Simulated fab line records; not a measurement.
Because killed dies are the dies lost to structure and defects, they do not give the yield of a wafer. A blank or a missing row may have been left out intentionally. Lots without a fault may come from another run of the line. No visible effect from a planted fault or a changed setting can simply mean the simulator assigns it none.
Commonality check across tools | flow sky130 | Lots sampled 14, wafers sampled 42

== WHY IT WAS OPENED ==
Of 14 lots, 3 have the reading SONOS_TUNNEL_TW flagged at SKY_SONOS_TUNNEL_TW_MEAS_12. Wafers without a fault read 194.9, standard deviation 2.2.
Rule: a lot is flagged in two cases, either no wafer of it has a number, or all its wafers with numbers fall more than 4 standard deviations from that mean. The other lots count as sound.

lot  | measured     | on            | SONOS_TUNNEL_TW, wafer by wafer | flag
L629 | day 11 23:52 | film_metro-04 | 197.5 196.4 196.6               |
L631 | day 12 21:50 | film_metro-03 | 193.7 193.6 192.6               |
L630 | day 12 23:56 | film_metro-02 | 193.7 193.5 194.0               |
L633 | day 13 10:41 | film_metro-03 | 193.5 192.8 195.1               |
L634 | day 13 15:38 | film_metro-03 | 192.3 192.7 192.9               |
L635 | day 14 07:13 | film_metro-02 | 194.2 194.1 195.1               |
L636 | day 14 17:34 | film_metro-03 | 194.5 194.4 195.3               |
L637 | day 14 22:43 | film_metro-03 | 236.1 237.0 236.9               | FLAGGED
L638 | day 15 08:33 | film_metro-03 | 193.2 194.5 193.8               |
L639 | day 15 10:14 | film_metro-03 | 236.7 236.5 236.3               | FLAGGED
L640 | day 15 21:02 | film_metro-04 | 196.1 198.1 196.2               |
L646 | day 18 05:58 | film_metro-04 | 243.1 242.5 242.0               | FLAGGED
L650 | day 19 09:54 | film_metro-03 | 194.2 193.3 193.8               |
L651 | day 19 18:30 | film_metro-03 | 192.3 193.0 194.6               |
The numbers of the flagged lots are 238.6 on average: +43.7 against the usual, or +20 standard deviations.

== WHICH TOOL EACH LOT WENT THROUGH ==
The record keeps 1 process step preceding the reading, out of 708 steps on the route. Each cell gives the tool, then ch followed by the chambers the sampled wafers passed through, then the start.
lot  | flag    | SKY_SONOS_TUNNEL_IMPLANT_09
L629 |         | implanter-02 ch 0, day 11 23:26
L631 |         | implanter-02 ch 0, day 12 21:27
L630 |         | implanter-02 ch 0, day 12 23:34
L633 |         | implanter-02 ch 0, day 13 10:15
L634 |         | implanter-01 ch 0, day 13 15:12
L635 |         | implanter-02 ch 0, day 14 06:46
L636 |         | implanter-01 ch 0, day 14 17:07
L637 | FLAGGED | implanter-02 ch 0, day 14 22:00
L638 |         | implanter-01 ch 0, day 15 08:11
L639 | FLAGGED | implanter-04 ch 0, day 15 09:31
L640 |         | implanter-01 ch 0, day 15 20:37
L646 | FLAGGED | implanter-01 ch 0, day 18 05:14
L650 |         | implanter-02 ch 0, day 19 09:29
L651 |         | implanter-02 ch 0, day 19 17:56
These steps, and what they do:
- SKY_SONOS_TUNNEL_IMPLANT_09
- SKY_SONOS_TUNNEL_TW_MEAS_12

== FLAGGED OVER TOTAL, TOOL BY TOOL (the gauges that took the reading come last) ==
step                        | tool          | lots run | flagged | share of the flagged lots | sound lots run after its first flagged lot
SKY_SONOS_TUNNEL_IMPLANT_09 | implanter-01  | 5        | 1       | some                      | 0
SKY_SONOS_TUNNEL_IMPLANT_09 | implanter-02  | 8        | 1       | some                      | 2 (L650,L651)
SKY_SONOS_TUNNEL_IMPLANT_09 | implanter-04  | 1        | 1       | some                      | 0
SKY_SONOS_TUNNEL_TW_MEAS_12 | film_metro-02 | 2        | 0       | none                      | -
SKY_SONOS_TUNNEL_TW_MEAS_12 | film_metro-03 | 9        | 2       | some                      | 3 (L638,L650,L651)
SKY_SONOS_TUNNEL_TW_MEAS_12 | film_metro-04 | 3        | 1       | some                      | 0

== WHAT THE TABLE PERMITS ==
No row of the table ran every flagged lot.

== WHAT THE SIMULATOR PUT IN ==
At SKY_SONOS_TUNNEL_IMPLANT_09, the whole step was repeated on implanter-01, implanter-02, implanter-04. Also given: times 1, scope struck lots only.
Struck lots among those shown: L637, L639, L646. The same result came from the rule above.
